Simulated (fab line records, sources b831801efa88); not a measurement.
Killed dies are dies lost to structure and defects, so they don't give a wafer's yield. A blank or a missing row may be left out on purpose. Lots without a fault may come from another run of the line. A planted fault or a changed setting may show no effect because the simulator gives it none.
fab line records | flow sky130
record lots=7 wafers=21 last_day=50
route steps=708 shown DNWELL@42 PWDE@45 NWELL@56
lots that met no fault: from a run of the same line without faults
start_h: hours from the record's first day to the start of the lot's first wafer shown | wait_h: hours since the lot's step before | " the same as in the row above | L1.1+2: a row that stands for several wafers | - no value, or no start given | * or withheld: withheld | < > ~ a bound
route shown NAME@n: a module of which the file shows steps, and the number in the route of the first | usual: mean/standard deviation of fault-free wafers | same: alike in all rows | chamber/n: place in a boat | sites: the reading at each site | _std_site: their standard deviation | _edge_site: outer sites' mean less inner sites' | radius_mm: how far each site lies from the wafer's centre | mask NAME#n: copy n | behind: the tool/chamber that last shaped the wafer | hold: why the lot was held/for how many hours/how that ended | device: the transistor (n, p or np) that didn't switch | end of line: the same wafers' tests at the end of the route | a step without rows: its recipe alone | killed: dies lost to structure and defects at the first sort, not the wafer's yield | map: a wafer's dies, x killed, . not, _ none there
set.NAME: the setting as run; set.NAME@STEP: as run at that earlier step | model.NAME: the simulator's own value behind a step, which no gauge read
lots at some steps of the route; a table a step, a row a wafer
services: from which hour (start_h, from the record's first day; less than 0 if before it) a tool's chamber was out of use, for how many hours, and why
## steps
# step SKY_DNWELL_IMPLANT_07
# recipe species=P energy_kev=withheld dose_cm2=withheld tilt_deg=withheld
# step SKY_DNWELL_STRIP_08
# recipe chemistry=O2/N2 power_w=1400 pressure_mtorr=1500 platen_temp_c=withheld o2_flow_sccm=3000 n2_flow_sccm=300 overash_fraction=0.5
# usual chamber_pressure_mTorr=1500.1/1.4 drypump_motor_current_A=5.2/0.42 oes_product_au=0.722/0.0041 strip_time_to_endpoint_s=36.93/0.11
# columns lot.wafer tool chamber start_h wait_h chamber_pressure_mTorr drypump_motor_current_A oes_product_au rf_hours_counter_h strip_time_to_endpoint_s
L563.2 plasma_asher-04 0 85.38 0.1 1502.1 5.9 0.724 41 36.97
L563.5 " 1 " " 1501.6 4.7 0.719 - 36.99
L563.6 " 0 " " 1501.7 5.9 0.724 - 37.01
L567.3 plasma_asher-01 0 106.91 0.1 1500.3 4.9 0.718 - 36.67
L567.4 " 1 " " 1499.8 5.1 0.719 - 36.76
L567.5 " 1 " " 1503.6 5.1 0.716 - 36.80
L576.1 plasma_asher-01 1 152.48 0.1 1501.1 5.1 0.721 48 37.06
L576.4 " 0 " " 1499.9 4.9 0.721 - 36.93
L576.5 " 0 " " 1499.9 4.9 0.723 - 36.93
L577.1 plasma_asher-04 1 164.53 0.1 1500.8 4.7 0.706 5 36.85
L577.2 " 0 " " 1498.3 5.9 0.717 5 36.82
L577.6 " 1 " " 1499.3 4.7 0.719 - 36.88
L578.1 plasma_asher-04 1 171.53 0.1 1499.4 4.7 0.724 6 36.85
L578.4 " 1 " " 1500.8 4.7 0.725 - 36.89
L578.5 " 1 " " 1498.6 4.7 0.713 - 36.78
L579.2 plasma_asher-01 0 175.84 0.1 1499.7 4.9 0.717 50 36.89
L579.4 " 1 " " 1499.4 5.1 0.724 - 36.74
L579.5 " 1 " " 1500.5 5.1 0.726 - 36.79
L580.1 plasma_asher-03 1 180.29 0.1 1499.8 5.3 0.724 37 36.92
L580.5 " 1 " " 1502.2 5.3 0.722 - 36.87
L580.6 " 0 " " 1496.2 5.5 0.718 - 36.87
# step SKY_DNWELL_TW_MEAS_09
# usual DNWELL_TW=1114/8.6
# columns lot.wafer tool chamber start_h wait_h DNWELL_TW
L563.2 film_metro-02 - 85.49 0.1 1105
L563.5 " - " " 1108
L563.6 " - " " 1108
L567.3 film_metro-03 - 106.99 0.1 1124
L567.4 " - " " 1121
L567.5 " - " " 1123
L576.1 film_metro-03 - 152.58 0.1 1117
L576.4 " - " " 1117
L576.5 " - " " 1119
L577.1 film_metro-03 - 164.63 0.1 1118
L577.2 " - " " 1117
L577.6 " - " " 1119
L578.1 film_metro-04 - 171.63 0.1 1110
L578.4 " - " " 1105
L578.5 " - " " 1107
L579.2 film_metro-02 - 175.95 0.1 1112
L579.4 " - " " 1112
L579.5 " - " " 1117
L580.1 film_metro-02 - 180.39 0.1 1114
L580.5 " - " " 1117
L580.6 " - " " 1109
# step SKY_PWDE_DEHYDRATE_00
# recipe temp_c=200 time_s=60
# step SKY_PWDE_HMDS_01
# recipe prime_time_s=60 prime_temp_c=120
# step SKY_PWDE_COAT_02
# recipe spin_rpm=2000 resist_thk_nm=3000
# step SKY_PWDE_SOFTBAKE_03
# recipe temp_c=110 time_s=withheld
# step SKY_PWDE_EXPOSE_04
# recipe mask_id=PWDEM na=0.6 source_shape=conventional sigma_outer=0.6 polarization=unpolarized target_cd_nm=840 dose_mj=214
# step SKY_PWDE_PEB_05
# recipe temp_c=115 time_s=withheld
# step SKY_PWDE_DEVELOP_06
# recipe wall_angle_deg=90 developer=TMAH develop_time_s=60 dev_temp_c=23
# step SKY_PWDE_OVL_MEAS_07
# usual PWDE_OVL=-0.9/1.5
# columns lot.wafer tool chamber start_h wait_h PWDE_OVL[nm]
L563.2 overlay-02 - 103.73 - -1.0
L563.5 " - " " -2.3
L563.6 " - " " -2.1
L567.3 overlay-02 - 125.32 - -2.1
L567.4 " - " " 0.7
L567.5 " - " " -0.7
L576.1 overlay-02 - 172.76 - -3.6
L576.4 " - " " -1.4
L576.5 " - " " -3.8
L577.1 overlay-02 - 184.96 - -1.0
L577.2 " - " " -1.5
L577.6 " - " " 0.2
L578.1 overlay-02 - 191.96 - -3.2
L578.4 " - " " -3.3
L578.5 " - " " -2.1
L579.2 overlay-02 - 196.84 - -1.3
L579.4 " - " " -2.1
L579.5 " - " " -2.9
L580.1 overlay-02 - 202.13 - -1.8
L580.5 " - " " -1.2
L580.6 " - " " -1.9
# step SKY_PWDE_IMPLANT_08
# recipe species=B energy_kev=150 dose_cm2=3.6e+12 tilt_deg=withheld
# step SKY_PWDE_STRIP_09
# recipe chemistry=O2/N2 power_w=1400 pressure_mtorr=1500 platen_temp_c=withheld o2_flow_sccm=3000 n2_flow_sccm=300 overash_fraction=0.5
# usual chamber_pressure_mTorr=1500.0/1.2 drypump_motor_current_A=5.5/0.58 oes_product_au=0.722/0.0044 strip_time_to_endpoint_s=36.88/0.1
# columns lot.wafer tool chamber start_h wait_h chamber_pressure_mTorr drypump_motor_current_A oes_product_au rf_hours_counter_h strip_time_to_endpoint_s model.coat_of_PWDE_COAT_02.thk_nm
L563.2 plasma_asher-04 0 103.91 0.1 1502.0 5.9 0.718 44 36.80 0
L563.5 " 1 " " 1499.5 4.7 0.725 - 36.91 0
L563.6 " 0 " " 1500.1 5.9 0.725 - 36.88 0
L567.3 plasma_asher-01 0 125.53 0.1 1499.8 4.9 0.717 - 36.91 0
L567.4 " 1 " " 1500.6 5.1 0.715 - 36.92 0
L567.5 " 0 " " 1498.9 4.9 0.726 - 36.80 0
L576.1 plasma_asher-02 0 172.94 0.1 - - - - - 2983
L576.4 " 0 " " - - - - - 2987
L576.5 " 1 " " - - - - - 2985
L577.1 plasma_asher-02 1 185.14 0.1 - - - - - 2986
L577.2 " 0 " " - - - - - 2993
L577.6 " 0 " " - - - - - 2991
L578.1 plasma_asher-04 0 192.14 0.1 - - - - - 2990
L578.4 " 1 " " - - - - - 2993
L578.5 " 0 " " - - - - - 2999
L579.2 plasma_asher-02 0 197.02 0.1 1500.9 6.4 0.720 47 36.69 0
L579.4 " 1 " " 1498.9 5.6 0.725 - 36.75 0
L579.5 " 0 " " 1501.9 6.3 0.723 - 36.72 0
L580.1 plasma_asher-01 1 202.31 0.1 1498.9 5.1 0.722 52 36.70 0
L580.5 " 0 " " 1501.8 4.9 0.723 - 36.66 0
L580.6 " 1 " " 1496.9 5.1 0.726 - 36.78 0
# step SKY_PWDE_TW_MEAS_10
# usual PWDE_TW=373.6/1.9
# columns lot.wafer tool chamber start_h wait_h PWDE_TW
L563.2 film_metro-04 - 104.02 0.1 370.8
L563.5 " - " " 370.9
L563.6 " - " " 370.2
L567.3 film_metro-03 - 125.61 0.1 372.0
L567.4 " - " " 373.1
L567.5 " - " " 373.4
L576.1 film_metro-03 - 173.04 0.1 375.3
L576.4 " - " " 377.1
L576.5 " - " " 374.9
L577.1 film_metro-03 - 185.24 0.1 376.2
L577.2 " - " " 373.6
L577.6 " - " " 375.1
L578.1 film_metro-03 - 192.24 0.1 374.9
L578.4 " - " " 373.4
L578.5 " - " " 375.8
L579.2 film_metro-02 - 197.13 0.1 374.1
L579.4 " - " " 370.6
L579.5 " - " " 372.6
L580.1 film_metro-02 - 202.41 0.1 373.6
L580.5 " - " " 376.8
L580.6 " - " " 374.0
# step SKY_NWELL_DEHYDRATE_03
# recipe temp_c=200 time_s=60
# step SKY_NWELL_HMDS_04
# recipe prime_time_s=60 prime_temp_c=120
# step SKY_NWELL_COAT_05
# recipe spin_rpm=2000 resist_thk_nm=3000
# step SKY_NWELL_SOFTBAKE_06
# recipe temp_c=110 time_s=withheld
# step SKY_NWELL_EXPOSE_07
# recipe mask_id=NWM na=0.6 source_shape=conventional sigma_outer=0.6 polarization=unpolarized target_cd_nm=840 dose_mj=255
# step SKY_NWELL_PEB_08
# recipe temp_c=115 time_s=withheld
# step SKY_NWELL_DEVELOP_09
# recipe wall_angle_deg=90 developer=TMAH develop_time_s=60 dev_temp_c=23
# step SKY_NWELL_OVL_MEAS_10
# usual NWELL_00_OVL=-0.5/2.6
# columns lot.wafer tool chamber start_h wait_h NWELL_00_OVL[nm]
L563.2 overlay-02 - 122.03 - -1.4
L563.5 " - " " -1.3
L563.6 " - " " -0.5
L567.3 overlay-01 - 144.23 - 4.5
L567.4 " - " " 4.4
L567.5 " - " " 5.0
L576.1 overlay-02 - 194.01 - -0.6
L576.4 " - " " -2.2
L576.5 " - " " -1.2
L577.1 overlay-02 - 206.72 - 1.7
L577.2 " - " " 0.4
L577.6 " - " " 1.6
L578.1 overlay-02 - 213.71 - -3.8
L578.4 " - " " -6.3
L578.5 " - " " -4.4
L579.2 overlay-02 - 218.99 - 2.2
L579.4 " - " " 3.1
L579.5 " - " " 2.9
L580.1 overlay-02 - 224.71 - -4.6
L580.5 " - " " -3.7
L580.6 " - " " -1.9
# step SKY_NWELL_IMPLANT_11
# recipe species=P energy_kev=400 dose_cm2=1.9e+13 tilt_deg=withheld
# step SKY_NWELL_IMPLANT_12
# recipe species=P energy_kev=120 dose_cm2=1.3e+12 tilt_deg=withheld
# step SKY_NWELL_IMPLANT_13
# recipe species=P energy_kev=50 dose_cm2=7e+11 tilt_deg=withheld
# step SKY_NWELL_STRIP_14
# recipe chemistry=O2/N2 power_w=1400 pressure_mtorr=1500 platen_temp_c=withheld o2_flow_sccm=3000 n2_flow_sccm=300 overash_fraction=0.5
# usual chamber_pressure_mTorr=1500.0/1.4 drypump_motor_current_A=5.6/0.5 oes_product_au=0.722/0.0044 strip_time_to_endpoint_s=36.89/0.096
# columns lot.wafer tool chamber start_h wait_h chamber_pressure_mTorr drypump_motor_current_A oes_product_au rf_hours_counter_h strip_time_to_endpoint_s
L563.2 plasma_asher-02 0 122.51 0.1 1501.9 6.3 0.728 40 36.88
L563.5 " 0 " " 1499.8 6.4 0.723 - 36.81
L563.6 " 1 " " 1497.8 5.6 0.721 - 36.81
L567.3 plasma_asher-02 0 144.74 0.1 1501.2 6.3 0.717 - 37.00
L567.4 " 1 " " 1500.0 5.6 0.720 - 37.02
L567.5 " 1 " " 1499.9 5.6 0.720 - 37.04
L576.1 plasma_asher-04 0 194.49 0.1 1500.5 5.9 0.729 8 80.82
L576.4 " 1 " " 1500.3 4.7 0.733 - 80.96
L576.5 " 1 " " 1500.1 4.7 0.736 - 81.02
L577.1 plasma_asher-02 1 207.21 0.1 1497.9 5.6 0.741 48 80.90
L577.2 " 0 " " 1500.0 6.3 0.738 48 81.06
L577.6 " 0 " " 1500.9 6.3 0.739 - 80.85
L578.1 plasma_asher-02 1 214.19 0.1 1498.4 5.6 0.739 49 81.02
L578.4 " 0 " " 1501.0 6.3 0.740 - 81.10
L578.5 " 0 " " 1501.9 6.3 0.742 - 81.11
L579.2 plasma_asher-03 1 219.47 0.1 1501.3 5.3 0.724 41 36.73
L579.4 " 0 " " 1499.2 5.5 0.719 - 36.84
L579.5 " 1 " " 1498.6 5.3 0.716 - 36.88
L580.1 plasma_asher-04 0 225.19 0.1 1499.9 5.9 0.714 11 36.97
L580.5 " 1 " " 1499.4 4.7 0.720 - 37.09
L580.6 " 0 " " 1500.4 5.9 0.718 - 37.07
# step SKY_NWELL_TW_MEAS_15
# usual NWELL_TW=1814/7.2
# columns lot.wafer tool chamber start_h wait_h NWELL_TW
L563.2 film_metro-04 - 122.62 0.1 1825
L563.5 " - " " 1822
L563.6 " - " " 1818
L567.3 film_metro-03 - 144.83 0.1 1828
L567.4 " - " " 1827
L567.5 " - " " 1824
L576.1 film_metro-04 - 194.59 0.1 30
L576.4 " - " " 30
L576.5 " - " " 30
L577.1 film_metro-04 - 207.31 0.1 30
L577.2 " - " " 30
L577.6 " - " " 30
L578.1 film_metro-04 - 214.29 0.1 30
L578.4 " - " " 30
L578.5 " - " " 30
L579.2 film_metro-02 - 219.58 0.1 1812
L579.4 " - " " 1811
L579.5 " - " " 1812
L580.1 film_metro-03 - 225.29 0.1 1819
L580.5 " - " " 1810
L580.6 " - " " 1822
# step SKY_NWELL_DEHYDRATE_16
# recipe temp_c=200 time_s=60
## services
# columns tool chamber start_h hours kind
plasma_asher-02 - 71.87 6.2 repair
plasma_asher-01 - 74.16 14.6 pm
plasma_asher-02 - 77.54 21.4 repair
plasma_asher-04 - 108.75 9.0 pm
plasma_asher-04 0 108.75 9.0 vent_cycle
plasma_asher-04 1 108.75 9.0 vent_cycle
plasma_asher-04 0 117.75 - clean
plasma_asher-04 1 117.75 - clean
plasma_asher-01 - 166.14 3.9 repair
plasma_asher-02 - 193.87 1.8 repair
## key
first_sign step=SKY_PWDE_STRIP_09 reading=tool_record direction=missing
effect step=SKY_NWELL_STRIP_14 reading=strip_time_to_endpoint_s direction=up sigmas=99+ usual=* struck=*
effect step=SKY_NWELL_TW_MEAS_15 reading=NWELL_TW direction=down sigmas=99+ usual=1814 struck=30
model_effect step=SKY_PWDE_STRIP_09 value=coat_of_PWDE_COAT_02.thk_nm without=0 struck=2990
met_at SKY_PWDE_STRIP_09
struck_wafers L576.1,L576.4,L576.5,L577.1,L577.2,L577.6,L578.1,L578.4,L578.5
sort_left_out L576.1,L576.4,L576.5,L577.1,L577.2,L577.6,L578.1,L578.4,L578.5
tester_left_out L576,L577,L578
onset_between 103.91 172.94
fault kind=skipped_step_whole tool=plasma_asher-02,plasma_asher-04 chamber=- onset_h=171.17 steps=SKY_PWDE_STRIP_09 scope=struck_lots_only
# tester_left_out: of these lots the tester's yield and bins aren't shown, on N5 and GAA mostly nor the transistor test; their killed dies are dies lost to structure and defects alone, not to doping, threshold or leakage, so they don't give the yield
# sort_left_out: the simulated sort isn't trusted on such a fault, so these wafers' sort isn't shown, and their yield isn't known
